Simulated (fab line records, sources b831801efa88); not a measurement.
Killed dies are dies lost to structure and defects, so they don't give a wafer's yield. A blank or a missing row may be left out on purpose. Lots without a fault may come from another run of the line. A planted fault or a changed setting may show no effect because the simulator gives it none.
A struck lot beside a sound one | flow sfq_line | 28 steps out of a route of 325
Sound: wafers L429.2, L429.4, L429.6. Struck: wafers L422.1, L422.2, L422.6. The cause comes at the end.
At each step with rows: each side's tool, then ch and its chambers, then its first start. Under that, the readings that differ: sound wafers | struck wafers | difference of the means | sigmas: that difference in standard deviations of wafers without a fault.
alike: readings whose means differ by less than 2 such deviations, and words and numbers that are the same on both sides. not compared: withheld readings, readings that some wafer has no value for, bounds like >300 that may hide the same value, and numbers for which the record gives no deviation and whose values overlap.
The two part at a step that has a row with sigmas, a row that says differs or no value, or rows on one side only. Numbers that don't overlap but have no deviation are shown without sigmas and don't part them. A reading that every wafer of one side lacks parts them only if that side has two wafers or more.

first, 6 steps without rows for these wafers: SFQ_TRILAYER_M0_LITHO_COAT_026 (resist thk 62 nm); SFQ_TRILAYER_M0_LITHO_COAT_021 (resist thk 600 nm); SFQ_TRILAYER_M0_LITHO_SOFTBAKE_025; SFQ_TRILAYER_M0_LITHO_EXPOSE_022 (exposes mask M0, target cd 500 nm); SFQ_TRILAYER_M0_LITHO_PEB_024 (peb time 60 s); SFQ_TRILAYER_M0_LITHO_DEVELOP_023 (time 60 s).
SFQ_M0_OVL_MEAS_906:
  sound on overlay-01, day 10 10:25; struck on overlay-01, day 8 16:05
  alike: M0_OVL
SFQ_TRILAYER_M0_BARC_OPEN_METAL_ETCH_031: etches BARC in O2, target depth 125 nm, time 41.7 s.
  sound on rie_metal-02 ch 1, day 10 10:26; struck on rie_metal-03 ch 0,1, day 8 16:07
  alike: drypump_motor_current_A, oes_product_au
  not compared: rf_hours_counter_h
then, 1 step without rows for these wafers: SFQ_TRILAYER_M0_ETCH_METAL_ETCH_024 (etches Nb in Cl2/Ar, stops on SiO2, target depth 240 nm, time 120 s).
SFQ_TRILAYER_M0_STRIP_STRIP_025: strips in O2.
  sound on rie_metal-02 ch 1, day 10 10:38; struck on rie_metal-03 ch 0,1, day 8 16:18
  reading               | sound             | struck            | difference | sigmas
  oes_product_au (a.u.) | 1.016 1.010 1.010 | 0.989 0.995 0.991 | -0.020     | -2
  alike: drypump_motor_current_A
  not compared: rf_hours_counter_h
then, 1 step without rows for these wafers: SFQ_TRILAYER_M0_STRIP_SOLV_CLEAN_026 (cleans in NMP, time 600 s).
SFQ_TRILAYER_I0_DEP_PECVD_027: deposits SiO2 from SiH4/N2O, time 111.11 s, target thk 500 nm.
  sound on pecvd-01 ch 0,1, day 10 11:24; struck on pecvd-02 ch 0,2, day 8 17:05
  alike: heater_power_w, throttle_valve_pct
  not compared: since_wet_clean_h
SFQ_TRILAYER_I0_CMP_CMP_028: polishes SiO2.
  sound on cmp-02 ch 0,2,3, day 10 22:49; struck on cmp-01 ch 0,1, day 9 08:40
  reading                                             | sound             | struck          | difference | sigmas
  model.SiO2_of_TRILAYER_I0_DEP_PECVD_027.thk_nm (nm) | 200.5 198.7 198.7 | 185 186.1 185.5 | -14        |
  alike: motor_current_A, time_to_endpoint_s
SFQ_I0_BOW_MEAS_907:
  sound on film_metro-02, day 11 01:20; struck on film_metro-03, day 9 11:10
  alike: I0_BOW
SFQ_TRILAYER_I0_METRO_MEASURE_029:
  sound on film_metro-02, day 11 01:38; struck on film_metro-03, day 9 11:17
  reading     | sound             | struck            | difference | sigmas
  thk_nm (nm) | 200.4 198.8 198.8 | 184.9 186.2 185.5 | -13.8      | -14
then, 6 steps without rows for these wafers: SFQ_TRILAYER_I0_VIA_LITHO_COAT_036 (resist thk 62 nm); SFQ_TRILAYER_I0_VIA_LITHO_COAT_031 (resist thk 650 nm); SFQ_TRILAYER_I0_VIA_LITHO_SOFTBAKE_035; SFQ_TRILAYER_I0_VIA_LITHO_EXPOSE_032 (exposes mask I0, target cd 500 nm); SFQ_TRILAYER_I0_VIA_LITHO_PEB_034 (peb time 60 s); SFQ_TRILAYER_I0_VIA_LITHO_DEVELOP_033 (time 60 s).
-- the record jumps here: 3 days lie between the struck wafers' starts before and after --
SFQ_I0_OVL_MEAS_908:
  sound on overlay-02, day 14 16:26; struck on overlay-01, day 12 16:26
  alike: I0_OVL
SFQ_TRILAYER_I0_VIA_BARC_OPEN_VIA_ETCH_046: etches BARC in O2, target depth 125 nm, time 41.7 s.
  sound on rie_diel-02 ch 1,2, day 14 16:28; struck on rie_diel-02 ch 0,1, day 12 16:28
  alike: drypump_motor_current_A, oes_product_au
  not compared: rf_hours_counter_h
SFQ_TRILAYER_I0_VIA_ETCH_VIA_ETCH_034: etches SiO2 in CHF3, stops on Nb, target depth 260 nm.
  sound on rie_diel-02 ch 1,2, day 14 16:31; struck on rie_diel-02 ch 0,1, day 12 16:31
  reading                        | sound             | struck            | difference | sigmas
  oes_product_au (a.u.)          | 0.854 0.858 0.842 | 0.814 0.824 0.818 | -0.033     | -6
  model.etch.depth_nm (nm)       | 200.5 198.7 198.7 | 185 186.1 185.5   | -14        |
  model.I0.feature_depth_nm (nm) | 200.5 198.7 198.7 | 185 186.1 185.5   | -14        |
  alike: drypump_motor_current_A
SFQ_TRILAYER_I0_VIA_STRIP_STRIP_035: strips in O2.
  sound on rie_metal-01 ch 0, day 14 16:38; struck on rie_metal-04 ch 0,1, day 12 16:38
  alike: drypump_motor_current_A, oes_product_au
  not compared: rf_hours_counter_h
then, 1 step without rows for these wafers: SFQ_TRILAYER_I0_VIA_STRIP_SOLV_CLEAN_036 (cleans in NMP, time 600 s).
SFQ_TRILAYER_M1_DEP_PRE_CLEAN_038: time 22.5 s.
  sound on pvd_sputter-04, day 14 17:24; struck on pvd_sputter-03, day 12 17:35
  reading                                             | sound           | struck          | difference | sigmas
  model.SiO2_of_TRILAYER_I0_DEP_PECVD_027.thk_nm (nm) | 193 191.2 191.2 | 177.5 178.6 178 | -13.8      |
then, 1 step without rows for these wafers: SFQ_TRILAYER_M1_DEP_SPUTTER_037 (material Nb, target thk 200 nm, time 133.3 s).

WHERE THEY PART
First at SFQ_TRILAYER_M0_STRIP_STRIP_025; last, within this record, at SFQ_TRILAYER_I0_VIA_ETCH_VIA_ETCH_034. Later steps at which nothing parts them and some readings are alike: SFQ_TRILAYER_I0_VIA_STRIP_STRIP_035.

WHY: what the simulator had put in
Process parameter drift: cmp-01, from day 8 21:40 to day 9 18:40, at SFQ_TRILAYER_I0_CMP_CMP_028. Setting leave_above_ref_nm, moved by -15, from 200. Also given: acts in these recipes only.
